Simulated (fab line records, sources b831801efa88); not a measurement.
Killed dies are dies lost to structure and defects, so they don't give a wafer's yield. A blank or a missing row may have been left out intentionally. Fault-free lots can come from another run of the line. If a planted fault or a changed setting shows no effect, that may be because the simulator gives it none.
Chamber matching -- flow sky130 -- 4 sister chambers for SKY_VIA4_ETCH_12 on rieDiel-01
The step etches SiO2 in C4F8/O2/Ar, stops on TiN, target depth 580 nm. 4 wafers are shown with their chamber, then 7 later ones without.

## WAFERS WITH THEIR CHAMBER
wafer,chamber,chamberPressureMTorr (mTorr)
L687.2,3,40.05
L687.4,1,40.01
L697.1,0,39.98
L697.3,2,40.01

## WAFERS WITH NO CHAMBER GIVEN
wafer,chamberPressureMTorr (mTorr)
L697.6,39.99
L700.2,39.95
L700.4,40.05
L700.5,39.95
L704.1,39.99
L704.4,39.95
L704.6,40.01

## CHAMBER TAKEN BY EACH
wafer,from the rows above,in truth
L697.6,can't be placed: 0 or 1 or 2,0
L700.2,can't be placed: 0 or 1 or 2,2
L700.4,can't be placed: 3 or 1 or 2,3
L700.5,can't be placed: 0 or 1 or 2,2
L704.1,can't be placed: 0 or 1 or 2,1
L704.4,can't be placed: 0 or 1 or 2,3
L704.6,can't be placed: 1 or 2 or 0 or 3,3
0 of 7 placed correctly. From these rows, 7 cannot be placed; in 6 the true chamber is one of the candidates. Wrongly placed: 0.
How it was worked out, from the rows above alone: a wafer's distance from a chamber is the root of the sum, over the readings, of the square of ((its reading less the chamber's mean) divided by the reading's scatter). If the next closest chamber is less than 2 further off than the closest, the wafer can't be placed; otherwise it belongs to the closest. The mean given for a chamber averages the wafers shown for that chamber. The scatter (one wafer shown for each chamber): square how far every hidden wafer sits from the nearest shown wafer, average those squares and take the square root.
